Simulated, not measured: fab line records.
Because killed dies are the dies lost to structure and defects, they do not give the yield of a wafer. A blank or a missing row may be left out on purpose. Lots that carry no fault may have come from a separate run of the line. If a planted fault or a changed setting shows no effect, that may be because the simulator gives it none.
A struck lot beside a sound one | flow sky130 | 15 out of 708 route steps
Sound: wafers L123.1, L123.3, L123.5. The struck wafers were L138.4, L138.6. The cause is given at the end.
At each step with rows: each side's tool, then ch and its chambers, then its first start. Under that, the readings that differ: sound wafers | struck wafers | difference of the means | sigmas: that difference in standard deviations of wafers without a fault.
alike: words and numbers the same on both sides, and readings whose means are apart by under 2 such deviations; not compared: readings that were withheld, readings missing a value for some wafer, numbers with overlapping values and no deviation given by the record, and bounds like >300 which may hide the same value.
The two part at a step that has a row with sigmas, a row that says differs or no value, or rows on one side only. Numbers that don't overlap but have no deviation are shown without sigmas and don't part them. Lack of a reading on every wafer of one side parts them only where that side has two or more wafers.

first, 8 steps without rows for these wafers: SKY_POLY_GATE_DEHYDRATE_05 (time 60 s); SKY_POLY_GATE_HMDS_06 (prime time 60 s); SKY_POLY_GATE_COAT_07 (resist thk 110 nm); SKY_POLY_GATE_COAT_08 (resist thk 450 nm); SKY_POLY_GATE_SOFTBAKE_09 (time 90 s); SKY_POLY_GATE_EXPOSE_10 (exposes mask P1M, target cd 150 nm); SKY_POLY_GATE_PEB_11; SKY_POLY_GATE_DEVELOP_12 (develop time 60 s).
SKY_POLY_GATE_CD_MEAS_13 targets a cd of 150 nm.
  sound on cd sem-01 at day 18 18:58; struck on cd sem-02 at day 25 22:37
  alike: cd nm
SKY_POLY_GATE_OVL_MEAS_14:
  sound on overlay-01 at day 18 19:05; struck on overlay-02 at day 25 22:41
  alike: POLY_GATE_OVL
SKY_POLY_GATE_ETCH_15: etches BARC in N2/H2, stops on SiO2, time 118.5 s, target depth 110 nm.
  sound on rie diel-03 ch 1,2, day 18 19:08; struck on rie diel-01 ch 2,3, day 25 22:43
  alike: drypump motor current A, oes product au, throttle valve pct
  not compared: rf hours counter h
SKY_POLY_GATE_ETCH_16: etches Si3N4 in CH3F/O2, stops on poly-Si, time 147.5 s, target depth 75 nm.
  sound on rie diel-03 ch 1,2, day 18 19:13; struck on rie diel-01 ch 2,3, day 25 22:48
  alike: drypump motor current A, oes product au, throttle valve pct
  not compared: rf hours counter h
SKY_POLY_GATE_ETCH_17: etches poly-Si in HBr/Cl2, stops on SiO2, target depth 180 nm, time 70.5 s.
  sound on rie si-01 ch 0,1,2, day 18 19:19; struck on rie si-01 ch 1,3, day 25 22:53
  reading                                          | sound             | struck      | difference | sigmas
  oes product au (a.u.)                            | 0.980 0.978 0.971 | 0.820 0.824 | -0.154     | -18
  model.etch.depth nm (nm)                         | 178.2 175.9 176.6 | 136.7 137.3 | -39.9      |
  model.POLY_GATE.feature depth nm (nm)            | 178.2 175.9 176.6 | 136.7 137.3 | -39.9      |
  model.KrF-thick_of_POLY_GATE_COAT_08.thk nm (nm) | 142.6 142.2 140.4 | 162.5 166.5 | +22.8      |
  alike: drypump motor current A, throttle valve pct
  not compared: rf hours counter h
SKY_POLY_GATE_STRIP_18: strips in O2/N2.
  sound on plasma asher-02 ch 1, day 18 19:22; struck on plasma asher-01 ch 0, day 25 22:59
  reading                      | sound          | struck    | difference | sigmas
  drypump motor current A (A)  | 5.77 5.79 5.77 | 5.94 5.93 | +0.16      | +3
  strip time to endpoint s (s) | 3.21 3.20 3.18 | 3.43 3.46 | +0.25      | +5
  alike: oes product au
  not compared: rf hours counter h
then, 1 step without rows for these wafers: SKY_POLY_GATE_CLEAN_19 (cleans in SC1/SC2, time 150 s).

WHERE THEY PART
At SKY_POLY_GATE_ETCH_17 first; at SKY_POLY_GATE_STRIP_18 last (within this record only).

WHY: the cause the simulator had injected
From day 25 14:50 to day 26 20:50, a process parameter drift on rie si-01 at SKY_POLY_GATE_ETCH_17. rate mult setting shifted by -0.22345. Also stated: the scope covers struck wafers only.
